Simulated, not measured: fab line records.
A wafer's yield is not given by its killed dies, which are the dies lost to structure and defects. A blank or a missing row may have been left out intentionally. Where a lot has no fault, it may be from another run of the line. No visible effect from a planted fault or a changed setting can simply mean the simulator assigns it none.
fab line records :: flow gf180mcu
record:
  lots: 5
  wafers: 15
  lastDay: 34
route steps=602 shown NWELL@52 LVPWELL@54 MVSD@66 MVPSD@78
lots untouched by any fault: they come from a run of this same line in which no faults occurred
startH: the number of hours between the record's first day and the start of the first shown wafer of the lot :: waitH: hours from the lot's prior step to this one :: " the same as in the row above :: L1.1+2: one row covering several wafers at once :: - value missing, or start not given :: * or withheld: withheld :: < > ~ a bound
route shown NAME@n: a module of which the file shows steps, and the number in the route of the first :: usual: mean/standard deviation of fault-free wafers :: same: alike in all rows :: chamber/n: place in a boat :: sites: the reading at each site :: _std_site: the values' standard deviation :: _edge_site: inner sites' mean taken away from outer sites' mean :: radiusMm: how far each site lies from the wafer's centre :: mask NAME#n: copy n :: behind: the most recent tool/chamber to have shaped the wafer :: hold: reason for holding the lot/hours on hold/outcome of the hold :: device: whichever transistor did not switch (one of n, p or np) :: end of line: the same wafers' tests at the end of the route :: a step without rows: its recipe alone :: killed: count of dies lost to structure and defects at first sort (not the wafer's yield) :: map: the dies of a wafer, with x for killed, . for not killed, _ for no die there
set.NAME: the setting as run; set.NAME@STEP: as run at that earlier step :: model.NAME: the simulator's own value behind a step, which no gauge read
lots at selected steps of the route; one table per step, one row per wafer
services: from which hour (startH, from the record's first day; less than 0 if before it) a tool's chamber was out of use, for how many hours, and why
== steps ==
step: GF_NWELL_STRIP_10
recipe:
  chemistry: O2/N2
  powerW: 1400
  pressureMtorr: 1500
  platenTempC: 250
  o2FlowSccm: 3000
  n2FlowSccm: 300
  overashFraction: 0.5
usual:
  drypumpMotorCurrentA: 5.7/0.44
  heaterPowerW: 320/22
  oesProductAu: 0.722/0.0047
  stripTimeToEndpointS: 36.97/0.084
lot.wafer: L190.2
tool: plasmaAsher-01
chamber: 1
startH: 60.73
waitH: 0.1
drypumpMotorCurrentA: 6.1
heaterPowerW: 303
oesProductAu: 0.720
rfHoursCounterH: 25
stripTimeToEndpointS: 36.93

lot.wafer: L190.4
tool: plasmaAsher-01
chamber: 1
startH: 60.73
waitH: 0.1
drypumpMotorCurrentA: 6.1
heaterPowerW: 308
oesProductAu: 0.719
rfHoursCounterH: -
stripTimeToEndpointS: 36.91

lot.wafer: L190.5
tool: plasmaAsher-01
chamber: 0
startH: 60.73
waitH: 0.1
drypumpMotorCurrentA: 5.6
heaterPowerW: 351
oesProductAu: 0.728
rfHoursCounterH: -
stripTimeToEndpointS: 36.99

lot.wafer: L192.3
tool: plasmaAsher-04
chamber: 1
startH: 75.00
waitH: 0.1
drypumpMotorCurrentA: 5.2
heaterPowerW: 306
oesProductAu: 0.723
rfHoursCounterH: -
stripTimeToEndpointS: 36.87

lot.wafer: L192.5
tool: plasmaAsher-04
chamber: 1
startH: 75.00
waitH: 0.1
drypumpMotorCurrentA: 5.2
heaterPowerW: 299
oesProductAu: 0.726
rfHoursCounterH: -
stripTimeToEndpointS: 36.94

lot.wafer: L192.6
tool: plasmaAsher-04
chamber: 0
startH: 75.00
waitH: 0.1
drypumpMotorCurrentA: 5.2
heaterPowerW: 303
oesProductAu: 0.725
rfHoursCounterH: -
stripTimeToEndpointS: 36.99

lot.wafer: L197.1
tool: plasmaAsher-04
chamber: 0
startH: 100.97
waitH: 0.1
drypumpMotorCurrentA: 5.2
heaterPowerW: 312
oesProductAu: 0.721
rfHoursCounterH: 47
stripTimeToEndpointS: 36.81

lot.wafer: L197.5
tool: plasmaAsher-04
chamber: 1
startH: 100.97
waitH: 0.1
drypumpMotorCurrentA: 5.2
heaterPowerW: 313
oesProductAu: 0.721
rfHoursCounterH: -
stripTimeToEndpointS: 36.91

lot.wafer: L197.6
tool: plasmaAsher-04
chamber: 0
startH: 100.97
waitH: 0.1
drypumpMotorCurrentA: 5.2
heaterPowerW: 307
oesProductAu: 0.722
rfHoursCounterH: -
stripTimeToEndpointS: 36.79

lot.wafer: L199.2
tool: plasmaAsher-04
chamber: 1
startH: 108.89
waitH: 0.1
drypumpMotorCurrentA: 5.2
heaterPowerW: 301
oesProductAu: 0.728
rfHoursCounterH: 48
stripTimeToEndpointS: 36.91

lot.wafer: L199.3
tool: plasmaAsher-04
chamber: 1
startH: 108.89
waitH: 0.1
drypumpMotorCurrentA: 5.2
heaterPowerW: 295
oesProductAu: 0.716
rfHoursCounterH: -
stripTimeToEndpointS: 36.94

lot.wafer: L199.6
tool: plasmaAsher-04
chamber: 1
startH: 108.89
waitH: 0.1
drypumpMotorCurrentA: 5.2
heaterPowerW: 309
oesProductAu: 0.716
rfHoursCounterH: -
stripTimeToEndpointS: 36.95

lot.wafer: L210.2
tool: plasmaAsher-04
chamber: 0
startH: 170.72
waitH: 0.1
drypumpMotorCurrentA: 5.2
heaterPowerW: 307
oesProductAu: 0.717
rfHoursCounterH: 55
stripTimeToEndpointS: 37.05

lot.wafer: L210.3
tool: plasmaAsher-04
chamber: 1
startH: 170.72
waitH: 0.1
drypumpMotorCurrentA: 5.2
heaterPowerW: 304
oesProductAu: 0.719
rfHoursCounterH: -
stripTimeToEndpointS: 37.13

lot.wafer: L210.5
tool: plasmaAsher-04
chamber: 1
startH: 170.72
waitH: 0.1
drypumpMotorCurrentA: 5.2
heaterPowerW: 306
oesProductAu: 0.719
rfHoursCounterH: -
stripTimeToEndpointS: 37.03
step: GF_NWELL_TW_MEAS_11
usual:
  NWELL_TW: 1554/12
lot.wafer: L190.2
tool: filmMetro-02
chamber: -
startH: 60.84
waitH: 0.1
NWELL_TW: 1566

lot.wafer: L190.4
tool: filmMetro-02
chamber: -
startH: 60.84
waitH: 0.1
NWELL_TW: 1565

lot.wafer: L190.5
tool: filmMetro-02
chamber: -
startH: 60.84
waitH: 0.1
NWELL_TW: 1563

lot.wafer: L192.3
tool: filmMetro-03
chamber: -
startH: 75.09
waitH: 0.1
NWELL_TW: 1563

lot.wafer: L192.5
tool: filmMetro-03
chamber: -
startH: 75.09
waitH: 0.1
NWELL_TW: 1575

lot.wafer: L192.6
tool: filmMetro-03
chamber: -
startH: 75.09
waitH: 0.1
NWELL_TW: 1569

lot.wafer: L197.1
tool: filmMetro-03
chamber: -
startH: 101.07
waitH: 0.1
NWELL_TW: 1563

lot.wafer: L197.5
tool: filmMetro-03
chamber: -
startH: 101.07
waitH: 0.1
NWELL_TW: 1563

lot.wafer: L197.6
tool: filmMetro-03
chamber: -
startH: 101.07
waitH: 0.1
NWELL_TW: 1562

lot.wafer: L199.2
tool: filmMetro-02
chamber: -
startH: 109.00
waitH: 0.1
NWELL_TW: 1548

lot.wafer: L199.3
tool: filmMetro-02
chamber: -
startH: 109.00
waitH: 0.1
NWELL_TW: 1547

lot.wafer: L199.6
tool: filmMetro-02
chamber: -
startH: 109.00
waitH: 0.1
NWELL_TW: 1549

lot.wafer: L210.2
tool: filmMetro-01
chamber: -
startH: 170.83
waitH: 0.1
NWELL_TW: 1523

lot.wafer: L210.3
tool: filmMetro-01
chamber: -
startH: 170.83
waitH: 0.1
NWELL_TW: 1543

lot.wafer: L210.5
tool: filmMetro-01
chamber: -
startH: 170.83
waitH: 0.1
NWELL_TW: 1543
step: GF_LVPWELL_DEHYDRATE_00
recipe:
  tempC: 200
  timeS: 60
step: GF_LVPWELL_HMDS_01
recipe:
  primeTimeS: 60
  primeTempC: 120
step: GF_LVPWELL_COAT_02
recipe:
  spinRpm: 2000
  resistThkNm: 3000
step: GF_LVPWELL_SOFTBAKE_03
recipe:
  tempC: 110
  timeS: withheld
step: GF_LVPWELL_EXPOSE_04
recipe:
  maskId: LVPWELL
  targetCdNm: 600
  na: 0.6
  sourceShape: conventional
  sigmaOuter: 0.6
  doseMj: 260
step: GF_LVPWELL_PEB_05
recipe:
  tempC: 115
  timeS: withheld
step: GF_LVPWELL_DEVELOP_06
recipe:
  wallAngleDeg: 90
  developTimeS: 60
  devTempC: 23
step: GF_LVPWELL_OVL_MEAS_07
usual:
  LVPWELL_OVL: -0.4/1.6
lot.wafer: L190.2
tool: overlay-02
chamber: -
startH: 73.64
waitH: -
LVPWELL_OVL[nm]: -2.2

lot.wafer: L190.4
tool: overlay-02
chamber: -
startH: 73.64
waitH: -
LVPWELL_OVL[nm]: 0.3

lot.wafer: L190.5
tool: overlay-02
chamber: -
startH: 73.64
waitH: -
LVPWELL_OVL[nm]: -0.8

lot.wafer: L192.3
tool: overlay-02
chamber: -
startH: 88.68
waitH: -
LVPWELL_OVL[nm]: 0.0

lot.wafer: L192.5
tool: overlay-02
chamber: -
startH: 88.68
waitH: -
LVPWELL_OVL[nm]: 0.7

lot.wafer: L192.6
tool: overlay-02
chamber: -
startH: 88.68
waitH: -
LVPWELL_OVL[nm]: -0.1

lot.wafer: L197.1
tool: overlay-02
chamber: -
startH: 114.73
waitH: -
LVPWELL_OVL[nm]: 1.6

lot.wafer: L197.5
tool: overlay-02
chamber: -
startH: 114.73
waitH: -
LVPWELL_OVL[nm]: 0.5

lot.wafer: L197.6
tool: overlay-02
chamber: -
startH: 114.73
waitH: -
LVPWELL_OVL[nm]: -0.2

lot.wafer: L199.2
tool: overlay-02
chamber: -
startH: 123.23
waitH: -
LVPWELL_OVL[nm]: 1.1

lot.wafer: L199.3
tool: overlay-02
chamber: -
startH: 123.23
waitH: -
LVPWELL_OVL[nm]: 1.3

lot.wafer: L199.6
tool: overlay-02
chamber: -
startH: 123.23
waitH: -
LVPWELL_OVL[nm]: 0.4

lot.wafer: L210.2
tool: overlay-02
chamber: -
startH: 187.86
waitH: -
LVPWELL_OVL[nm]: 0.1

lot.wafer: L210.3
tool: overlay-02
chamber: -
startH: 187.86
waitH: -
LVPWELL_OVL[nm]: 0.0

lot.wafer: L210.5
tool: overlay-02
chamber: -
startH: 187.86
waitH: -
LVPWELL_OVL[nm]: 1.7
step: GF_LVPWELL_IMPLANT_08
recipe:
  species: B
  energyKev: 170
  doseCm2: 1.5e+13
  tiltDeg: 0
step: GF_LVPWELL_IMPLANT_09
recipe:
  species: B
  energyKev: 60
  doseCm2: 5e+12
  tiltDeg: 0
step: GF_LVPWELL_STRIP_10
recipe:
  chemistry: O2/N2
  powerW: 1400
  pressureMtorr: 1500
  platenTempC: 250
  o2FlowSccm: 3000
  n2FlowSccm: 300
  overashFraction: 0.5
usual:
  drypumpMotorCurrentA: 5.6/0.43
  heaterPowerW: 321/22
  oesProductAu: 0.722/0.0048
  stripTimeToEndpointS: 36.95/0.11
lot.wafer: L190.2
tool: plasmaAsher-03
chamber: 1
startH: 73.97
waitH: 0.1
drypumpMotorCurrentA: 5.5
heaterPowerW: 352
oesProductAu: 0.724
rfHoursCounterH: 42
stripTimeToEndpointS: 37.00
model.coat_of_LVPWELL_COAT_02.thkNm: 0

lot.wafer: L190.4
tool: plasmaAsher-03
chamber: 1
startH: 73.97
waitH: 0.1
drypumpMotorCurrentA: 5.5
heaterPowerW: 365
oesProductAu: 0.720
rfHoursCounterH: -
stripTimeToEndpointS: 36.92
model.coat_of_LVPWELL_COAT_02.thkNm: 0

lot.wafer: L190.5
tool: plasmaAsher-03
chamber: 0
startH: 73.97
waitH: 0.1
drypumpMotorCurrentA: 6.1
heaterPowerW: 320
oesProductAu: 0.720
rfHoursCounterH: -
stripTimeToEndpointS: 36.99
model.coat_of_LVPWELL_COAT_02.thkNm: 0

lot.wafer: L192.3
tool: plasmaAsher-02
chamber: 1
startH: 89.04
waitH: 0.1
drypumpMotorCurrentA: 6.4
heaterPowerW: 366
oesProductAu: 0.726
rfHoursCounterH: -
stripTimeToEndpointS: 37.04
model.coat_of_LVPWELL_COAT_02.thkNm: 0

lot.wafer: L192.5
tool: plasmaAsher-02
chamber: 0
startH: 89.04
waitH: 0.1
drypumpMotorCurrentA: 5.8
heaterPowerW: 301
oesProductAu: 0.725
rfHoursCounterH: -
stripTimeToEndpointS: 37.17
model.coat_of_LVPWELL_COAT_02.thkNm: 0

lot.wafer: L192.6
tool: plasmaAsher-02
chamber: 1
startH: 89.04
waitH: 0.1
drypumpMotorCurrentA: 6.4
heaterPowerW: 362
oesProductAu: 0.715
rfHoursCounterH: -
stripTimeToEndpointS: 36.98
model.coat_of_LVPWELL_COAT_02.thkNm: 0

lot.wafer: L197.1
tool: plasmaAsher-03
chamber: 1
startH: 115.07
waitH: 0.1
drypumpMotorCurrentA: 5.6
heaterPowerW: 352
oesProductAu: 0.965
rfHoursCounterH: 46
stripTimeToEndpointS: -
model.coat_of_LVPWELL_COAT_02.thkNm: 691.1

lot.wafer: L197.5
tool: plasmaAsher-03
chamber: 0
startH: 115.07
waitH: 0.1
drypumpMotorCurrentA: 6.1
heaterPowerW: 323
oesProductAu: 0.951
rfHoursCounterH: -
stripTimeToEndpointS: -
model.coat_of_LVPWELL_COAT_02.thkNm: 690.7

lot.wafer: L197.6
tool: plasmaAsher-03
chamber: 1
startH: 115.07
waitH: 0.1
drypumpMotorCurrentA: 5.6
heaterPowerW: 371
oesProductAu: 0.959
rfHoursCounterH: -
stripTimeToEndpointS: -
model.coat_of_LVPWELL_COAT_02.thkNm: 690.4

lot.wafer: L199.2
tool: plasmaAsher-04
chamber: 1
startH: 123.56
waitH: 0.1
drypumpMotorCurrentA: 5.3
heaterPowerW: 306
oesProductAu: 0.721
rfHoursCounterH: 49
stripTimeToEndpointS: 36.89
model.coat_of_LVPWELL_COAT_02.thkNm: 0

lot.wafer: L199.3
tool: plasmaAsher-04
chamber: 1
startH: 123.56
waitH: 0.1
drypumpMotorCurrentA: 5.2
heaterPowerW: 313
oesProductAu: 0.724
rfHoursCounterH: -
stripTimeToEndpointS: 36.91
model.coat_of_LVPWELL_COAT_02.thkNm: 0

lot.wafer: L199.6
tool: plasmaAsher-04
chamber: 0
startH: 123.56
waitH: 0.1
drypumpMotorCurrentA: 5.2
heaterPowerW: 306
oesProductAu: 0.717
rfHoursCounterH: -
stripTimeToEndpointS: 36.82
model.coat_of_LVPWELL_COAT_02.thkNm: 0

lot.wafer: L210.2
tool: plasmaAsher-02
chamber: 0
startH: 188.19
waitH: 0.1
drypumpMotorCurrentA: 5.8
heaterPowerW: 302
oesProductAu: 0.718
rfHoursCounterH: 7
stripTimeToEndpointS: 37.08
model.coat_of_LVPWELL_COAT_02.thkNm: 0

lot.wafer: L210.3
tool: plasmaAsher-02
chamber: 0
startH: 188.19
waitH: 0.1
drypumpMotorCurrentA: 5.8
heaterPowerW: 312
oesProductAu: 0.713
rfHoursCounterH: -
stripTimeToEndpointS: 37.06
model.coat_of_LVPWELL_COAT_02.thkNm: 0

lot.wafer: L210.5
tool: plasmaAsher-02
chamber: 0
startH: 188.19
waitH: 0.1
drypumpMotorCurrentA: 5.8
heaterPowerW: 306
oesProductAu: 0.729
rfHoursCounterH: -
stripTimeToEndpointS: 36.95
model.coat_of_LVPWELL_COAT_02.thkNm: 0
step: GF_LVPWELL_TW_MEAS_11
usual:
  LVPWELL_TW: 554/3.8
lot.wafer: L190.2
tool: filmMetro-03
chamber: -
startH: 74.08
waitH: 0.1
LVPWELL_TW: 559

lot.wafer: L190.4
tool: filmMetro-03
chamber: -
startH: 74.08
waitH: 0.1
LVPWELL_TW: 557

lot.wafer: L190.5
tool: filmMetro-03
chamber: -
startH: 74.08
waitH: 0.1
LVPWELL_TW: 556

lot.wafer: L192.3
tool: filmMetro-01
chamber: -
startH: 89.13
waitH: 0.1
LVPWELL_TW: 550

lot.wafer: L192.5
tool: filmMetro-01
chamber: -
startH: 89.13
waitH: 0.1
LVPWELL_TW: 549

lot.wafer: L192.6
tool: filmMetro-01
chamber: -
startH: 89.13
waitH: 0.1
LVPWELL_TW: 551

lot.wafer: L197.1
tool: filmMetro-02
chamber: -
startH: 115.17
waitH: 0.1
LVPWELL_TW: 551

lot.wafer: L197.5
tool: filmMetro-02
chamber: -
startH: 115.17
waitH: 0.1
LVPWELL_TW: 552

lot.wafer: L197.6
tool: filmMetro-02
chamber: -
startH: 115.17
waitH: 0.1
LVPWELL_TW: 549

lot.wafer: L199.2
tool: filmMetro-03
chamber: -
startH: 123.67
waitH: 0.1
LVPWELL_TW: 560

lot.wafer: L199.3
tool: filmMetro-03
chamber: -
startH: 123.67
waitH: 0.1
LVPWELL_TW: 559

lot.wafer: L199.6
tool: filmMetro-03
chamber: -
startH: 123.67
waitH: 0.1
LVPWELL_TW: 560

lot.wafer: L210.2
tool: filmMetro-02
chamber: -
startH: 188.30
waitH: 0.1
LVPWELL_TW: 551

lot.wafer: L210.3
tool: filmMetro-02
chamber: -
startH: 188.30
waitH: 0.1
LVPWELL_TW: 552

lot.wafer: L210.5
tool: filmMetro-02
chamber: -
startH: 188.30
waitH: 0.1
LVPWELL_TW: 556
step: GF_MVSD_DEHYDRATE_00
recipe:
  tempC: 200
  timeS: 60
step: GF_MVSD_HMDS_01
recipe:
  primeTimeS: 60
  primeTempC: 120
step: GF_MVSD_COAT_02
recipe:
  spinRpm: 2000
  resistThkNm: 3000
step: GF_MVSD_SOFTBAKE_03
recipe:
  tempC: 110
  timeS: withheld
step: GF_MVSD_EXPOSE_04
recipe:
  maskId: MVSD
  targetCdNm: 1000
  na: 0.6
  sourceShape: conventional
  sigmaOuter: 0.6
  doseMj: 260
step: GF_MVSD_PEB_05
recipe:
  tempC: 115
  timeS: withheld
step: GF_MVSD_DEVELOP_06
recipe:
  wallAngleDeg: 90
  developTimeS: 60
  devTempC: 23
step: GF_MVSD_OVL_MEAS_07
usual:
  MVSD_OVL: -0.7/1.4
lot.wafer: L190.2
tool: overlay-01
chamber: -
startH: 87.29
waitH: -
MVSD_OVL[nm]: -3.3

lot.wafer: L190.4
tool: overlay-01
chamber: -
startH: 87.29
waitH: -
MVSD_OVL[nm]: -1.2

lot.wafer: L190.5
tool: overlay-01
chamber: -
startH: 87.29
waitH: -
MVSD_OVL[nm]: -3.3

lot.wafer: L192.3
tool: overlay-01
chamber: -
startH: 102.70
waitH: -
MVSD_OVL[nm]: -1.4

lot.wafer: L192.5
tool: overlay-01
chamber: -
startH: 102.70
waitH: -
MVSD_OVL[nm]: -2.0

lot.wafer: L192.6
tool: overlay-01
chamber: -
startH: 102.70
waitH: -
MVSD_OVL[nm]: -1.0

lot.wafer: L197.1
tool: overlay-01
chamber: -
startH: 129.63
waitH: -
MVSD_OVL[nm]: -0.7

lot.wafer: L197.5
tool: overlay-01
chamber: -
startH: 129.63
waitH: -
MVSD_OVL[nm]: -1.6

lot.wafer: L197.6
tool: overlay-01
chamber: -
startH: 129.63
waitH: -
MVSD_OVL[nm]: -2.2

lot.wafer: L199.2
tool: overlay-01
chamber: -
startH: 138.84
waitH: -
MVSD_OVL[nm]: -0.6

lot.wafer: L199.3
tool: overlay-01
chamber: -
startH: 138.84
waitH: -
MVSD_OVL[nm]: 0.1

lot.wafer: L199.6
tool: overlay-01
chamber: -
startH: 138.84
waitH: -
MVSD_OVL[nm]: 0.2

lot.wafer: L210.2
tool: overlay-01
chamber: -
startH: 205.37
waitH: -
MVSD_OVL[nm]: -1.6

lot.wafer: L210.3
tool: overlay-01
chamber: -
startH: 205.37
waitH: -
MVSD_OVL[nm]: -4.0

lot.wafer: L210.5
tool: overlay-01
chamber: -
startH: 205.37
waitH: -
MVSD_OVL[nm]: -1.8
step: GF_MVSD_IMPLANT_08
recipe:
  species: P
  energyKev: 400
  doseCm2: 1.6e+13
  tiltDeg: 0
step: GF_MVSD_IMPLANT_09
recipe:
  species: P
  energyKev: 100
  doseCm2: 5e+12
  tiltDeg: 0
step: GF_MVSD_STRIP_10
recipe:
  chemistry: O2/N2
  powerW: 1400
  pressureMtorr: 1500
  platenTempC: 250
  o2FlowSccm: 3000
  n2FlowSccm: 300
  overashFraction: 0.5
usual:
  drypumpMotorCurrentA: 5.9/0.3
  heaterPowerW: 333/23
  oesProductAu: 0.722/0.0048
  stripTimeToEndpointS: 36.99/0.096
lot.wafer: L190.2
tool: plasmaAsher-02
chamber: 0
startH: 87.62
waitH: 0.1
drypumpMotorCurrentA: 5.8
heaterPowerW: 303
oesProductAu: 0.724
rfHoursCounterH: 42
stripTimeToEndpointS: 36.98

lot.wafer: L190.4
tool: plasmaAsher-02
chamber: 1
startH: 87.62
waitH: 0.1
drypumpMotorCurrentA: 6.4
heaterPowerW: 352
oesProductAu: 0.729
rfHoursCounterH: -
stripTimeToEndpointS: 36.89

lot.wafer: L190.5
tool: plasmaAsher-02
chamber: 1
startH: 87.62
waitH: 0.1
drypumpMotorCurrentA: 6.4
heaterPowerW: 358
oesProductAu: 0.728
rfHoursCounterH: -
stripTimeToEndpointS: 36.97

lot.wafer: L192.3
tool: plasmaAsher-02
chamber: 0
startH: 103.05
waitH: 0.1
drypumpMotorCurrentA: 5.9
heaterPowerW: 299
oesProductAu: 0.724
rfHoursCounterH: -
stripTimeToEndpointS: 36.96

lot.wafer: L192.5
tool: plasmaAsher-02
chamber: 1
startH: 103.05
waitH: 0.1
drypumpMotorCurrentA: 6.3
heaterPowerW: 365
oesProductAu: 0.723
rfHoursCounterH: -
stripTimeToEndpointS: 36.92

lot.wafer: L192.6
tool: plasmaAsher-02
chamber: 0
startH: 103.05
waitH: 0.1
drypumpMotorCurrentA: 5.9
heaterPowerW: 298
oesProductAu: 0.722
rfHoursCounterH: -
stripTimeToEndpointS: 36.89

lot.wafer: L197.1
tool: plasmaAsher-02
chamber: 0
startH: 129.97
waitH: 0.1
drypumpMotorCurrentA: 5.8
heaterPowerW: 310
oesProductAu: 0.727
rfHoursCounterH: 1
stripTimeToEndpointS: 47.11

lot.wafer: L197.5
tool: plasmaAsher-02
chamber: 0
startH: 129.97
waitH: 0.1
drypumpMotorCurrentA: 5.9
heaterPowerW: 306
oesProductAu: 0.730
rfHoursCounterH: -
stripTimeToEndpointS: 47.07

lot.wafer: L197.6
tool: plasmaAsher-02
chamber: 1
startH: 129.97
waitH: 0.1
drypumpMotorCurrentA: 6.4
heaterPowerW: 355
oesProductAu: 0.724
rfHoursCounterH: -
stripTimeToEndpointS: 47.19

lot.wafer: L199.2
tool: plasmaAsher-03
chamber: 1
startH: 139.17
waitH: 0.1
drypumpMotorCurrentA: 5.5
heaterPowerW: 359
oesProductAu: 0.730
rfHoursCounterH: 47
stripTimeToEndpointS: 37.01

lot.wafer: L199.3
tool: plasmaAsher-03
chamber: 0
startH: 139.17
waitH: 0.1
drypumpMotorCurrentA: 6.1
heaterPowerW: 317
oesProductAu: 0.726
rfHoursCounterH: -
stripTimeToEndpointS: 36.86

lot.wafer: L199.6
tool: plasmaAsher-03
chamber: 1
startH: 139.17
waitH: 0.1
drypumpMotorCurrentA: 5.5
heaterPowerW: 359
oesProductAu: 0.714
rfHoursCounterH: -
stripTimeToEndpointS: 37.03

lot.wafer: L210.2
tool: plasmaAsher-01
chamber: 1
startH: 205.70
waitH: 0.1
drypumpMotorCurrentA: 6.1
heaterPowerW: 301
oesProductAu: 0.715
rfHoursCounterH: 41
stripTimeToEndpointS: 37.06

lot.wafer: L210.3
tool: plasmaAsher-01
chamber: 0
startH: 205.70
waitH: 0.1
drypumpMotorCurrentA: 5.5
heaterPowerW: 353
oesProductAu: 0.727
rfHoursCounterH: -
stripTimeToEndpointS: 37.03

lot.wafer: L210.5
tool: plasmaAsher-01
chamber: 0
startH: 205.70
waitH: 0.1
drypumpMotorCurrentA: 5.6
heaterPowerW: 347
oesProductAu: 0.724
rfHoursCounterH: -
stripTimeToEndpointS: 37.00
step: GF_MVSD_TW_MEAS_11
usual:
  MVSD_TW: 1564/13
lot.wafer: L190.2
tool: filmMetro-01
chamber: -
startH: 87.73
waitH: 0.1
MVSD_TW: 1563

lot.wafer: L190.4
tool: filmMetro-01
chamber: -
startH: 87.73
waitH: 0.1
MVSD_TW: 1555

lot.wafer: L190.5
tool: filmMetro-01
chamber: -
startH: 87.73
waitH: 0.1
MVSD_TW: 1560

lot.wafer: L192.3
tool: filmMetro-01
chamber: -
startH: 103.14
waitH: 0.1
MVSD_TW: 1553

lot.wafer: L192.5
tool: filmMetro-01
chamber: -
startH: 103.14
waitH: 0.1
MVSD_TW: 1550

lot.wafer: L192.6
tool: filmMetro-01
chamber: -
startH: 103.14
waitH: 0.1
MVSD_TW: 1547

lot.wafer: L197.1
tool: filmMetro-03
chamber: -
startH: 130.07
waitH: 0.1
MVSD_TW: 1356

lot.wafer: L197.5
tool: filmMetro-03
chamber: -
startH: 130.07
waitH: 0.1
MVSD_TW: 1357

lot.wafer: L197.6
tool: filmMetro-03
chamber: -
startH: 130.07
waitH: 0.1
MVSD_TW: 1353

lot.wafer: L199.2
tool: filmMetro-02
chamber: -
startH: 139.28
waitH: 0.1
MVSD_TW: 1554

lot.wafer: L199.3
tool: filmMetro-02
chamber: -
startH: 139.28
waitH: 0.1
MVSD_TW: 1549

lot.wafer: L199.6
tool: filmMetro-02
chamber: -
startH: 139.28
waitH: 0.1
MVSD_TW: 1555

lot.wafer: L210.2
tool: filmMetro-03
chamber: -
startH: 205.81
waitH: 0.1
MVSD_TW: 1586

lot.wafer: L210.3
tool: filmMetro-03
chamber: -
startH: 205.81
waitH: 0.1
MVSD_TW: 1571

lot.wafer: L210.5
tool: filmMetro-03
chamber: -
startH: 205.81
waitH: 0.1
MVSD_TW: 1593
step: GF_MVPSD_DEHYDRATE_00
recipe:
  tempC: 200
  timeS: 60
== services ==
tool: plasmaAsher-03
chamber: -
startH: 56.45
hours: 0.9
kind: repair

tool: plasmaAsher-02
chamber: -
startH: 69.69
hours: 3.1
kind: repair

tool: plasmaAsher-02
chamber: -
startH: 84.47
hours: 0.5
kind: repair

tool: plasmaAsher-03
chamber: -
startH: 88.39
hours: 2.8
kind: pm

tool: plasmaAsher-01
chamber: -
startH: 103.53
hours: 2.9
kind: repair

tool: plasmaAsher-02
chamber: -
startH: 108.75
hours: 9.0
kind: pm

tool: plasmaAsher-02
chamber: 0
startH: 108.75
hours: 9.0
kind: ventCycle

tool: plasmaAsher-02
chamber: 1
startH: 108.75
hours: 9.0
kind: ventCycle

tool: plasmaAsher-02
chamber: 0
startH: 117.75
hours: -
kind: clean

tool: plasmaAsher-02
chamber: 1
startH: 117.75
hours: -
kind: clean

tool: plasmaAsher-03
chamber: -
startH: 128.55
hours: 10.4
kind: repair

tool: plasmaAsher-01
chamber: -
startH: 154.77
hours: 2.8
kind: pm

tool: plasmaAsher-04
chamber: -
startH: 184.71
hours: 2.8
kind: pm
== key ==
firstSign:
  step: GF_LVPWELL_STRIP_10
  reading: oesProductAu
  direction: up
  sigmas: 49
  usual: 0.722
  struck: 0.958
effect:
  step: GF_MVSD_STRIP_10
  reading: stripTimeToEndpointS
  direction: up
  sigmas: 99+
  usual: *
  struck: *
effect:
  step: GF_MVSD_TW_MEAS_11
  reading: MVSD_TW
  direction: down
  sigmas: 16
  usual: 1564
  struck: 1355
modelEffect:
  step: GF_LVPWELL_STRIP_10
  value: coat_of_LVPWELL_COAT_02.thkNm
  without: 0
  struck: 690.7
metAt GF_LVPWELL_STRIP_10
struckWafers L197.1,L197.5,L197.6
sortLeftOut L197.1,L197.5,L197.6
testerLeftOut L197
onsetBetween 73.97 115.07
fault:
  kind: stripAborted
  tool: plasmaAsher-03
  chamber: -
  onsetH: 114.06
  steps: GF_LVPWELL_STRIP_10
  offset: 0.51816
  endH: 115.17
testerLeftOut: of these lots the tester's yield and bins aren't shown, on N5 and GAA mostly nor the transistor test; their killed dies are dies lost to structure and defects alone, not to doping, threshold or leakage, so they don't give the yield
sortLeftOut: the simulated sort isn't trusted on such a fault, so these wafers' sort isn't shown, and their yield isn't known
